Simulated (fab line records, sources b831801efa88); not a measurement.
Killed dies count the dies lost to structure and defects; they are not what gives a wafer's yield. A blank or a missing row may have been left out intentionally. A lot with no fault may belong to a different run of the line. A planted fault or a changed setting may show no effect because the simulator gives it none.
fab line records + flow sky130
record
- lots=7
- wafers=21
- last_day=50
route steps=708 shown METAL2@495 VIA2@507 PAD_OPEN@708
lots with no fault: from the same line, run without faults
start_h: the number of hours between the record's first day and the start of the first shown wafer of the lot + wait_h: how many hours have passed since the lot's step before this one + " the same as in the row above + L1.1+2: one row covering several wafers at once + - no value present, or no start provided + * or withheld: withheld + < > ~ a bound
route shown NAME@n: names a module that has steps shown in the file, with the first one's number in the route + usual: mean/standard deviation of fault-free wafers + same: alike in all rows + chamber/n: place in a boat + sites: the reading at each site + _std_site: how widely they spread, as a standard deviation + _edge_site: the outer-site mean with the inner-site mean subtracted + radius_mm: how far each site lies from the wafer's centre + mask NAME#n: copy n + behind: tool/chamber where the wafer was last shaped + hold: why the lot was held/for how many hours/how that ended + device: the n, p or np transistor that did not switch + end of line: the tests these same wafers got at the end of their route + a step given without rows: its recipe and nothing more + killed: the dies lost at the first sort to structure and to defects; this is not the yield of the wafer + map: shows each die of a wafer: x if killed, . if not, _ if none is there
set.NAME: the setting as run; set.NAME@STEP: as run at that earlier step + model.NAME: the simulator's own value behind a step, which no gauge read
certain route steps with their lots: each step a table, each wafer a row
services: from which hour (start_h, from the record's first day; less than 0 if before it) a tool's chamber was out of use, for how many hours, and why
## steps
# step SKY_METAL2_EXPOSE_12
# recipe
- mask_id=MM2
- na=0.8
- source_shape=annular
- sigma_inner=0.55
- sigma_outer=0.85
- target_cd_nm=140
- dose_mj=28
# step SKY_METAL2_PEB_13
# recipe
- peb_temp_c=withheld
- peb_time_s=withheld
- resist=KrF-thick
# step SKY_METAL2_DEVELOP_14
# recipe
- develop_time_s=60
- resist=KrF-thick
- dev_temp_c=21
# step SKY_METAL2_CD_MEAS_15
# recipe
- target_cd_nm=140
# usual
- cd_nm=139.9/1.4
| lot.wafer | tool      | chamber | start_h | wait_h | cd_nm |
|-----------|-----------|---------|---------|--------|-------|
| L573.1    | cd_sem-02 | -       | 816.66  | -      | 139.2 |
| L573.4    | "         | -       | "       | "      | 138.0 |
| L573.5    | "         | -       | "       | "      | 139.3 |
| L579.2    | cd_sem-02 | -       | 919.33  | -      | 140.2 |
| L579.3    | "         | -       | "       | "      | 142.3 |
| L579.5    | "         | -       | "       | "      | 139.7 |
| L585.4    | cd_sem-01 | -       | 924.57  | -      | 137.7 |
| L585.5    | "         | -       | "       | "      | 138.0 |
| L585.6    | "         | -       | "       | "      | 138.7 |
| L587.3    | cd_sem-02 | -       | 924.99  | -      | 138.7 |
| L587.5    | "         | -       | "       | "      | 140.0 |
| L587.6    | "         | -       | "       | "      | 140.0 |
| L588.3    | cd_sem-01 | -       | 925.34  | -      | 139.3 |
| L588.5    | "         | -       | "       | "      | 139.4 |
| L588.6    | "         | -       | "       | "      | 139.6 |
| L590.2    | cd_sem-01 | -       | 940.38  | -      | 141.9 |
| L590.4    | "         | -       | "       | "      | 141.6 |
| L590.6    | "         | -       | "       | "      | 141.7 |
| L596.2    | cd_sem-01 | -       | 998.18  | -      | 139.5 |
| L596.5    | "         | -       | "       | "      | 143.3 |
| L596.6    | "         | -       | "       | "      | 139.8 |
# step SKY_METAL2_OVL_MEAS_16
# usual
- METAL2_OVL=1/5.2
| lot.wafer | tool       | chamber | start_h | wait_h | METAL2_OVL[nm] |
|-----------|------------|---------|---------|--------|----------------|
| L573.1    | overlay-02 | -       | 816.78  | 0.1    | 8              |
| L573.4    | "          | -       | "       | "      | 1              |
| L573.5    | "          | -       | "       | "      | 3              |
| L579.2    | overlay-01 | -       | 919.44  | 0.1    | -4             |
| L579.3    | "          | -       | "       | "      | 1              |
| L579.5    | "          | -       | "       | "      | -2             |
| L585.4    | overlay-01 | -       | 924.65  | 0.1    | 11             |
| L585.5    | "          | -       | "       | "      | 0              |
| L585.6    | "          | -       | "       | "      | 10             |
| L587.3    | overlay-01 | -       | 925.09  | 0.1    | -5             |
| L587.5    | "          | -       | "       | "      | 0              |
| L587.6    | "          | -       | "       | "      | 0              |
| L588.3    | overlay-01 | -       | 925.44  | 0.1    | -1             |
| L588.5    | "          | -       | "       | "      | 0              |
| L588.6    | "          | -       | "       | "      | 5              |
| L590.2    | overlay-02 | -       | 940.49  | 0.1    | 3              |
| L590.4    | "          | -       | "       | "      | 4              |
| L590.6    | "          | -       | "       | "      | 8              |
| L596.2    | overlay-01 | -       | 998.29  | 0.1    | -1             |
| L596.5    | "          | -       | "       | "      | -4             |
| L596.6    | "          | -       | "       | "      | -2             |
# step SKY_METAL2_DESCUM_17
# recipe
- chemistry=O2
- source_power_w=150
- bias_power_w=0
- pressure_mtorr=10
- temp_c=40
- time_s=8
# usual
- drypump_motor_current_A=5.9/0.73
- oes_product_au=0.999/0.017
| lot.wafer | tool         | chamber | start_h | wait_h | drypump_motor_current_A | oes_product_au | rf_hours_counter_h |
|-----------|--------------|---------|---------|--------|-------------------------|----------------|--------------------|
| L573.1    | rie_metal-01 | 0       | 816.82  | 0.0    | 6.8                     | 1.003          | 2                  |
| L573.4    | "            | 0       | "       | "      | 6.8                     | 1.000          | -                  |
| L573.5    | "            | 1       | "       | "      | 4.7                     | 0.993          | -                  |
| L579.2    | rie_metal-01 | 0       | 919.47  | 0.0    | 6.8                     | 0.996          | 6                  |
| L579.3    | "            | 0       | "       | "      | 6.8                     | 1.006          | -                  |
| L579.5    | "            | 0       | "       | "      | 6.8                     | 1.008          | -                  |
| L585.4    | rie_metal-01 | 0       | 924.68  | 0.0    | 6.8                     | 1.006          | -                  |
| L585.5    | "            | 1       | "       | "      | 4.8                     | 0.988          | -                  |
| L585.6    | "            | 0       | "       | "      | 6.8                     | 0.996          | -                  |
| L587.3    | rie_metal-03 | 1       | 925.12  | 0.0    | 6.0                     | 1.020          | -                  |
| L587.5    | "            | 0       | "       | "      | 6.0                     | 1.032          | -                  |
| L587.6    | "            | 1       | "       | "      | 6.1                     | 1.013          | -                  |
| L588.3    | rie_metal-02 | 1       | 925.47  | 0.0    | 6.5                     | 0.984          | -                  |
| L588.5    | "            | 1       | "       | "      | 6.5                     | 0.983          | -                  |
| L588.6    | "            | 0       | "       | "      | 5.5                     | 0.978          | -                  |
| L590.2    | rie_metal-02 | 0       | 940.53  | 0.0    | 5.5                     | 0.983          | -                  |
| L590.4    | "            | 0       | "       | "      | 5.5                     | 0.983          | -                  |
| L590.6    | "            | 0       | "       | "      | 5.5                     | 0.977          | -                  |
| L596.2    | rie_metal-03 | 0       | 998.32  | 0.0    | 6.0                     | 0.999          | 1                  |
| L596.5    | "            | 0       | "       | "      | 6.0                     | 1.001          | -                  |
| L596.6    | "            | 1       | "       | "      | 6.1                     | 1.012          | -                  |
# step SKY_METAL2_ETCH_18
# recipe
- chemistry=N2/H2
- target=BARC
- ion_energy_ev=200
- bias_w=100
- pressure_mtorr=30
- n2_flow_sccm=100
- h2_flow_sccm=200
- icp_w=500
- stop_on=SiO2
- time_s=45.9
- target_depth_a=600
# usual
- drypump_motor_current_A=5.9/0.74
- oes_product_au=0.855/0.0046
- throttle_valve_pct=13.224/0.0083
| lot.wafer | tool         | chamber | start_h | wait_h | drypump_motor_current_A | oes_product_au | rf_hours_counter_h | throttle_valve_pct |
|-----------|--------------|---------|---------|--------|-------------------------|----------------|--------------------|--------------------|
| L573.1    | rie_metal-01 | 0       | 816.85  | 0.0    | 6.8                     | 0.847          | 2                  | 13.228             |
| L573.4    | "            | 0       | "       | "      | 6.8                     | 0.855          | -                  | 13.225             |
| L573.5    | "            | 1       | "       | "      | 4.8                     | 0.849          | -                  | 13.219             |
| L579.2    | rie_metal-01 | 0       | 919.50  | 0.0    | 6.8                     | 0.851          | 6                  | 13.228             |
| L579.3    | "            | 0       | "       | "      | 6.8                     | 0.850          | -                  | 13.222             |
| L579.5    | "            | 0       | "       | "      | 6.8                     | 0.856          | -                  | 13.238             |
| L585.4    | rie_metal-01 | 0       | 924.72  | 0.0    | 6.8                     | 0.858          | -                  | 13.214             |
| L585.5    | "            | 1       | "       | "      | 4.8                     | 0.853          | -                  | 13.217             |
| L585.6    | "            | 0       | "       | "      | 6.8                     | 0.855          | -                  | 13.214             |
| L587.3    | rie_metal-03 | 1       | 925.16  | 0.0    | 6.0                     | 0.859          | -                  | 13.223             |
| L587.5    | "            | 0       | "       | "      | 6.0                     | 0.858          | -                  | 13.227             |
| L587.6    | "            | 1       | "       | "      | 6.0                     | 0.851          | -                  | 13.226             |
| L588.3    | rie_metal-02 | 1       | 925.51  | 0.0    | 6.5                     | 0.849          | -                  | 13.218             |
| L588.5    | "            | 1       | "       | "      | 6.5                     | 0.850          | -                  | 13.227             |
| L588.6    | "            | 0       | "       | "      | 5.5                     | 0.860          | -                  | 13.215             |
| L590.2    | rie_metal-02 | 0       | 940.63  | 0.1    | 5.5                     | 0.860          | -                  | 13.218             |
| L590.4    | "            | 0       | "       | "      | 5.5                     | 0.860          | -                  | 13.221             |
| L590.6    | "            | 0       | "       | "      | 5.5                     | 0.854          | -                  | 13.228             |
| L596.2    | rie_metal-03 | 0       | 998.35  | 0.0    | 6.0                     | 0.847          | 1                  | 13.224             |
| L596.5    | "            | 0       | "       | "      | 6.0                     | 0.853          | -                  | 13.223             |
| L596.6    | "            | 1       | "       | "      | 6.1                     | 0.865          | -                  | 13.234             |
# step SKY_METAL2_METAL_ETCH_19
# recipe
- target_depth_a=3600
- stop_on=SiO2
- over_etch_frac=0.3
- time_s=78
- chemistry=Cl2/BCl3
- resist_sidewall_deg=88
- pressure_mtorr=10
- icp_w=900
- bias_w=48.5
- Cl2_flow_sccm=60
- bcl3_flow_sccm=30
# usual
- drypump_motor_current_A=5.9/0.74
- oes_product_au=0.856/0.0084
- throttle_valve_pct=22.264/0.0098
# same
- over_etch_frac=0.3
| lot.wafer | tool         | chamber | start_h | wait_h | drypump_motor_current_A | oes_product_au | rf_hours_counter_h | throttle_valve_pct |
|-----------|--------------|---------|---------|--------|-------------------------|----------------|--------------------|--------------------|
| L573.1    | rie_metal-01 | 0       | 816.91  | 0.0    | 6.8                     | 0.871          | 2                  | 22.268             |
| L573.4    | "            | 0       | "       | "      | 6.8                     | 0.868          | -                  | 22.259             |
| L573.5    | "            | 1       | "       | "      | 4.8                     | 0.840          | -                  | 22.277             |
| L579.2    | rie_metal-01 | 0       | 919.56  | 0.0    | 6.8                     | 0.859          | 6                  | 22.269             |
| L579.3    | "            | 0       | "       | "      | 6.8                     | 0.854          | -                  | 22.253             |
| L579.5    | "            | 0       | "       | "      | 6.8                     | 0.864          | -                  | 22.258             |
| L585.4    | rie_metal-01 | 0       | 924.79  | 0.1    | 6.8                     | 0.845          | -                  | 22.256             |
| L585.5    | "            | 1       | "       | "      | 4.8                     | 0.848          | -                  | 22.272             |
| L585.6    | "            | 0       | "       | "      | 6.8                     | 0.864          | -                  | 22.279             |
| L587.3    | rie_metal-03 | 1       | 925.24  | 0.1    | 6.1                     | 0.854          | -                  | 22.254             |
| L587.5    | "            | 0       | "       | "      | 6.0                     | 0.848          | -                  | 22.271             |
| L587.6    | "            | 1       | "       | "      | 6.1                     | 0.867          | -                  | 22.244             |
| L588.3    | rie_metal-02 | 1       | 925.59  | 0.1    | 6.5                     | 0.877          | -                  | 22.262             |
| L588.5    | "            | 1       | "       | "      | 6.5                     | 0.866          | -                  | 22.249             |
| L588.6    | "            | 0       | "       | "      | 5.5                     | 0.858          | -                  | 22.233             |
| L590.2    | rie_metal-02 | 0       | 940.81  | 0.2    | 5.5                     | 0.850          | -                  | 22.274             |
| L590.4    | "            | 0       | "       | "      | 5.5                     | 0.852          | -                  | 22.253             |
| L590.6    | "            | 0       | "       | "      | 5.5                     | 0.858          | -                  | 22.264             |
| L596.2    | rie_metal-03 | 0       | 998.41  | 0.0    | 6.0                     | 0.849          | 1                  | 22.259             |
| L596.5    | "            | 0       | "       | "      | 6.0                     | 0.855          | -                  | 22.266             |
| L596.6    | "            | 1       | "       | "      | 6.0                     | 0.857          | -                  | 22.270             |
# step SKY_METAL2_STRIP_20
# recipe
- chemistry=O2/N2
- power_w=1400
- pressure_mtorr=1500
- platen_temp_c=withheld
- o2_flow_sccm=3000
- n2_flow_sccm=300
- overash_fraction=0.5
# usual
- drypump_motor_current_A=5.6/0.41
- o2_flow_sccm=3003/9.8
- oes_product_au=0.344/0.0055
- strip_time_to_endpoint_s=2.71/0.074
# same
- overash_fraction=0.5
| lot.wafer | tool            | chamber | start_h | wait_h | drypump_motor_current_A | o2_flow_sccm | oes_product_au | rf_hours_counter_h | strip_time_to_endpoint_s |
|-----------|-----------------|---------|---------|--------|-------------------------|--------------|----------------|--------------------|--------------------------|
| L573.1    | plasma_asher-03 | 1       | 817.00  | 0.1    | 5.3                     | 3011         | 0.343          | 7                  | 2.72                     |
| L573.4    | "               | 1       | "       | "      | 5.3                     | 3014         | 0.343          | -                  | 2.71                     |
| L573.5    | "               | 1       | "       | "      | 5.3                     | 3015         | 0.336          | -                  | 2.77                     |
| L579.2    | plasma_asher-03 | 1       | 919.65  | 0.1    | 5.2                     | 2991         | 0.338          | 17                 | 2.68                     |
| L579.3    | "               | 1       | "       | "      | 5.3                     | 3006         | 0.344          | -                  | 2.70                     |
| L579.5    | "               | 0       | "       | "      | 5.5                     | 2999         | 0.335          | -                  | 2.69                     |
| L585.4    | plasma_asher-01 | 1       | 924.89  | 0.1    | 5.0                     | 3004         | 0.339          | -                  | 2.67                     |
| L585.5    | "               | 0       | "       | "      | 5.5                     | 2990         | 0.347          | -                  | 2.73                     |
| L585.6    | "               | 1       | "       | "      | 5.0                     | 3011         | 0.344          | -                  | 2.69                     |
| L587.3    | plasma_asher-04 | 0       | 925.33  | 0.1    | 5.9                     | 3001         | 0.339          | -                  | 2.66                     |
| L587.5    | "               | 0       | "       | "      | 5.9                     | 2996         | 0.343          | -                  | 2.62                     |
| L587.6    | "               | 1       | "       | "      | 6.2                     | 3000         | 0.346          | -                  | 2.65                     |
| L588.3    | plasma_asher-01 | 1       | 925.68  | 0.1    | 5.0                     | 3006         | 0.346          | -                  | 2.77                     |
| L588.5    | "               | 1       | "       | "      | 5.0                     | 2996         | 0.342          | -                  | 2.71                     |
| L588.6    | "               | 0       | "       | "      | 5.5                     | 3000         | 0.348          | -                  | 2.76                     |
| L590.2    | plasma_asher-01 | 1       | 941.01  | 0.2    | 5.0                     | 3005         | 0.340          | 80                 | 2.81                     |
| L590.4    | "               | 1       | "       | "      | 5.0                     | 3010         | 0.360          | -                  | 2.86                     |
| L590.6    | "               | 1       | "       | "      | 5.0                     | 3003         | 0.345          | -                  | 2.81                     |
| L596.2    | plasma_asher-03 | 1       | 998.50  | 0.1    | 5.3                     | 2995         | 0.342          | 25                 | 2.67                     |
| L596.5    | "               | 0       | "       | "      | 5.5                     | 3014         | 0.342          | -                  | 2.66                     |
| L596.6    | "               | 1       | "       | "      | 5.3                     | 2990         | 0.342          | -                  | 2.61                     |
# step SKY_METAL2_STRIP_21
# recipe
- chemistry=post_etch_residue_remover
- time_s=1200
- temp_c=72.5
# step SKY_METAL2_CLEAN_22
# recipe
- chemistry=IPA
- time_s=180
- temp_c=25
# step SKY_METAL2_CLEAN_23
# recipe
- chemistry=O3/DIW
- dry=n2_spin
# step SKY_VIA2_HDPCVD_00
# recipe
- material=SiO2
- target_thk_nm=1180
- sigma_open_frac=0.3
- time_s=196.7
- temp_c=400
- sih4_flow_sccm=60
- pressure_mtorr=6
# usual
- pressure_mtorr=6.003/0.011
- run_length_s=224.6/0.55
- susceptor_temp_C=400.01/0.23
| lot.wafer | tool      | chamber | start_h | wait_h | pressure_mtorr | run_length_s | susceptor_temp_C |
|-----------|-----------|---------|---------|--------|----------------|--------------|------------------|
| L573.1    | hdpcvd-02 | 0       | 817.63  | 0.0    | 5.980          | 224.0        | 400.12           |
| L573.4    | "         | 1       | "       | "      | 6.008          | 225.7        | 400.13           |
| L573.5    | "         | 0       | "       | "      | 6.004          | 223.8        | 400.11           |
| L579.2    | hdpcvd-02 | 0       | 920.28  | 0.0    | 5.982          | 224.0        | 400.12           |
| L579.3    | "         | 1       | "       | "      | 5.998          | 225.5        | 400.07           |
| L579.5    | "         | 0       | "       | "      | 6.014          | 223.8        | 400.34           |
| L585.4    | hdpcvd-02 | 1       | 925.55  | 0.1    | -              | -            | -                |
| L585.5    | "         | 0       | "       | "      | -              | -            | -                |
| L585.6    | "         | 2       | "       | "      | -              | -            | -                |
| L587.3    | hdpcvd-02 | 2       | 925.93  | 0.0    | -              | -            | -                |
| L587.5    | "         | 2       | "       | "      | -              | -            | -                |
| L587.6    | "         | 0       | "       | "      | -              | -            | -                |
| L588.3    | hdpcvd-01 | 1       | 926.34  | 0.1    | -              | -            | -                |
| L588.5    | "         | 2       | "       | "      | -              | -            | -                |
| L588.6    | "         | 1       | "       | "      | -              | -            | -                |
| L590.2    | hdpcvd-02 | 0       | 941.61  | 0.0    | 5.987          | 224.7        | 399.90           |
| L590.4    | "         | 0       | "       | "      | 6.013          | 223.8        | 400.22           |
| L590.6    | "         | 1       | "       | "      | 6.018          | 225.2        | 399.74           |
| L596.2    | hdpcvd-01 | 2       | 999.10  | 0.0    | 5.980          | 225.0        | 400.21           |
| L596.5    | "         | 0       | "       | "      | 6.024          | 224.3        | 400.26           |
| L596.6    | "         | 2       | "       | "      | 5.996          | 224.5        | 400.41           |
# step SKY_PAD_OPEN_PROBE_99
# usual
- defect_limited_yield=82.5/2
- killed_at_M0_to_M3=43/7.3
- killed_at_M4_up=3.5/2.2
- killed_at_contacts=24/5.3
- killed_at_front_end=15/4.2
- killed_dies=86/9.8
- killed_open=47/7.2
- killed_short=39/6.5
# same
- gross_dies=492
- killed_at_back_side=0
- killed_at_other=0
| lot.wafer | tool      | chamber | start_h | wait_h | defect_limited_yield[%] | killed_at_M0_to_M3 | killed_at_M4_up | killed_at_contacts | killed_at_front_end | killed_dies | killed_open | killed_short |
|-----------|-----------|---------|---------|--------|-------------------------|--------------------|-----------------|--------------------|---------------------|-------------|-------------|--------------|
| L573.1    | prober-01 | -       | 1072.60 | 0.1    | 82.9                    | 41                 | 5               | 28                 | 10                  | 84          | 50          | 34           |
| L573.4    | prober-01 | -       | 1072.75 | 0.2    | 85.0                    | 29                 | 5               | 28                 | 12                  | 74          | 43          | 31           |
| L573.5    | prober-01 | -       | 1072.80 | 0.2    | 81.5                    | 39                 | 7               | 25                 | 20                  | 91          | 46          | 45           |
| L579.2    | prober-01 | -       | 1152.66 | 0.1    | 82.3                    | 38                 | 2               | 29                 | 18                  | 87          | 45          | 42           |
| L579.3    | prober-01 | -       | 1152.71 | 0.2    | 81.7                    | 36                 | 4               | 31                 | 19                  | 90          | 49          | 40           |
| L579.5    | prober-01 | -       | 1152.81 | 0.2    | 81.9                    | 41                 | 2               | 32                 | 14                  | 89          | 45          | 44           |
| L590.2    | prober-02 | -       | 1169.95 | 0.1    | 81.3                    | 44                 | 6               | 19                 | 23                  | 92          | 51          | 41           |
| L590.4    | prober-02 | -       | 1170.05 | 0.2    | 84.8                    | 41                 | 2               | 22                 | 10                  | 75          | 38          | 37           |
| L590.6    | prober-02 | -       | 1170.15 | 0.2    | 84.8                    | 37                 | 3               | 23                 | 12                  | 75          | 46          | 29           |
| L596.2    | prober-01 | -       | 1207.09 | 0.1    | 80.5                    | 54                 | 0               | 26                 | 16                  | 96          | 49          | 44           |
| L596.5    | prober-01 | -       | 1207.24 | 0.2    | 80.9                    | 49                 | 2               | 26                 | 17                  | 94          | 57          | 37           |
| L596.6    | prober-01 | -       | 1207.29 | 0.2    | 81.1                    | 39                 | 3               | 30                 | 21                  | 93          | 52          | 39           |
# killed by level:class
L573.1 CONTACT:geometric_particle:open=13 VIA1:geometric_particle:open=10 VIA2:geometric_particle:open=9 LI_CONTACT:geometric_particle:short=6 VIA3:geometric_particle:open=6 METAL2:geometric_particle:short=6 FIELD_ISO:geometric_particle:open=4 CONTACT:geometric_particle:short=4
L573.4 LI_CONTACT:geometric_particle:open=11 CONTACT:geometric_particle:open=10 VIA1:geometric_particle:open=7 METAL1:geometric_particle:short=5 FIELD_ISO:geometric_particle:short=4 LOCAL_INTERCONNECT:geometric_particle:short=4 METAL2:geometric_particle:short=4 VIA1:geometric_particle:short=3
L573.5 VIA1:geometric_particle:open=14 CONTACT:geometric_particle:open=12 METAL2:geometric_particle:short=6 METAL4:geometric_particle:short=6 FIELD_ISO:geometric_particle:short=5 METAL1:geometric_particle:short=5 LI_CONTACT:geometric_particle:short=4 LOCAL_INTERCONNECT:geometric_particle:short=4
L579.2 VIA2:geometric_particle:open=11 CONTACT:geometric_particle:short=9 LI_CONTACT:geometric_particle:open=7 CONTACT:geometric_particle:open=7 VIA1:geometric_particle:open=7 FIELD_ISO:geometric_particle:open=6 FIELD_ISO:geometric_particle:short=5 METAL1:geometric_particle:short=5
L579.3 CONTACT:geometric_particle:open=12 VIA1:geometric_particle:open=12 LOCAL_INTERCONNECT:geometric_particle:short=9 FIELD_ISO:geometric_particle:short=7 LI_CONTACT:geometric_particle:open=6 VIA3:geometric_particle:open=6 VIA1:geometric_particle:short=5 POLY_GATE:geometric_particle:short=4
L579.5 VIA1:geometric_particle:open=13 CONTACT:geometric_particle:open=11 LOCAL_INTERCONNECT:geometric_particle:short=10 VIA2:geometric_particle:open=7 POLY_GATE:geometric_particle:short=5 CONTACT:geometric_particle:short=4 LI_CONTACT:geometric_particle:open=4 METAL2:geometric_particle:short=4
L590.2 VIA1:geometric_particle:open=12 VIA2:geometric_particle:open=7 FIELD_ISO:geometric_particle:short=6 LI_CONTACT:geometric_particle:open=6 METAL3:geometric_particle:short=6 VIA3:geometric_particle:open=6 POLY_GATE:geometric_particle:open=5 METAL1:geometric_particle:short=5
L590.4 CONTACT:geometric_particle:open=11 VIA1:geometric_particle:open=8 LOCAL_INTERCONNECT:geometric_particle:short=5 VIA1:geometric_particle:short=5 VIA2:geometric_particle:open=5 METAL2:geometric_particle:short=4 VIA2:geometric_particle:short=4 METAL3:geometric_particle:short=4
L590.6 VIA1:geometric_particle:open=14 CONTACT:geometric_particle:open=9 LI_CONTACT:geometric_particle:open=6 POLY_GATE:geometric_particle:open=5 METAL1:geometric_particle:short=5 CONTACT:geometric_particle:short=4 VIA2:geometric_particle:open=4 POLY_GATE:geometric_particle:short=3
L596.2 CONTACT:geometric_particle:open=12 VIA1:geometric_particle:short=10 VIA1:geometric_particle:open=10 METAL2:geometric_particle:short=9 VIA2:geometric_particle:open=7 LOCAL_INTERCONNECT:geometric_particle:short=5 VIA3:geometric_particle:open=5 POLY_GATE:geometric_particle:open=4
L596.5 VIA1:geometric_particle:open=14 VIA3:geometric_particle:open=11 LI_CONTACT:geometric_particle:open=7 CONTACT:geometric_particle:open=7 VIA1:geometric_particle:short=7 CONTACT:geometric_particle:short=6 VIA2:geometric_particle:open=6 METAL2:geometric_particle:short=5
L596.6 CONTACT:geometric_particle:open=12 VIA2:geometric_particle:open=10 VIA1:geometric_particle:open=9 CONTACT:geometric_particle:short=8 FIELD_ISO:geometric_particle:open=5 LOCAL_INTERCONNECT:geometric_particle:short=5 METAL1:geometric_particle:short=5 VIA3:geometric_particle:short=4
## services
| tool            | chamber | start_h | hours | kind           |
|-----------------|---------|---------|-------|----------------|
| hdpcvd-01       | -       | 809.49  | 2.8   | pm             |
| hdpcvd-02       | -       | 826.08  | 1.0   | repair         |
| plasma_asher-03 | -       | 833.43  | 8.4   | repair         |
| plasma_asher-04 | -       | 847.56  | 7.3   | repair         |
| rie_metal-03    | -       | 850.76  | 2.8   | pm             |
| plasma_asher-01 | -       | 865.53  | 14.6  | pm             |
| rie_metal-01    | 0       | 889.13  | 12.9  | repair         |
| rie_metal-02    | -       | 895.75  | 28.1  | pm             |
| plasma_asher-04 | -       | 899.29  | 0.5   | repair         |
| rie_metal-03    | 0       | 909.41  | 6.1   | repair         |
| rie_metal-01    | -       | 909.82  | 2.8   | pm             |
| hdpcvd-01       | 0       | 918.83  | 8.8   | repair         |
| rie_metal-02    | 1       | 933.43  | 8.3   | repair         |
| hdpcvd-02       | 2       | 937.80  | 4.6   | repair         |
| hdpcvd-01       | -       | 939.48  | 6.0   | pm             |
| hdpcvd-02       | -       | 950.25  | 15.0  | pm             |
| hdpcvd-02       | 0       | 950.25  | 15.0  | vent_cycle     |
| hdpcvd-02       | 1       | 950.25  | 15.0  | vent_cycle     |
| rie_metal-01    | -       | 968.94  | 0.5   | repair         |
| rie_metal-03    | 0       | 972.47  | -     | clean          |
| rie_metal-03    | 0       | 972.47  | 17.3  | scheduled_down |
| rie_metal-03    | 0       | 972.47  | 17.3  | vent_cycle     |
| plasma_asher-03 | -       | 973.42  | 1.0   | repair         |
| rie_metal-01    | -       | 995.88  | 0.6   | repair         |
## key
first_sign
- step=SKY_VIA2_HDPCVD_00
- reading=tool_record
- direction=missing
effect none on later readings
met_at SKY_VIA2_HDPCVD_00
struck_wafers L585.4,L585.5,L585.6,L587.3,L587.5,L587.6,L588.3,L588.5,L588.6
scrapped_behind SKY_VIA2_THK_MEAS_01 L585.4,L585.5,L585.6,L587.3,L587.5,L587.6,L588.3,L588.5,L588.6
onset_between 920.28 925.55
fault
- kind=skipped_step_whole
- tool=hdpcvd-01,hdpcvd-02
- chamber=-
- onset_h=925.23
- steps=SKY_VIA2_HDPCVD_00
- scope=struck_lots_only
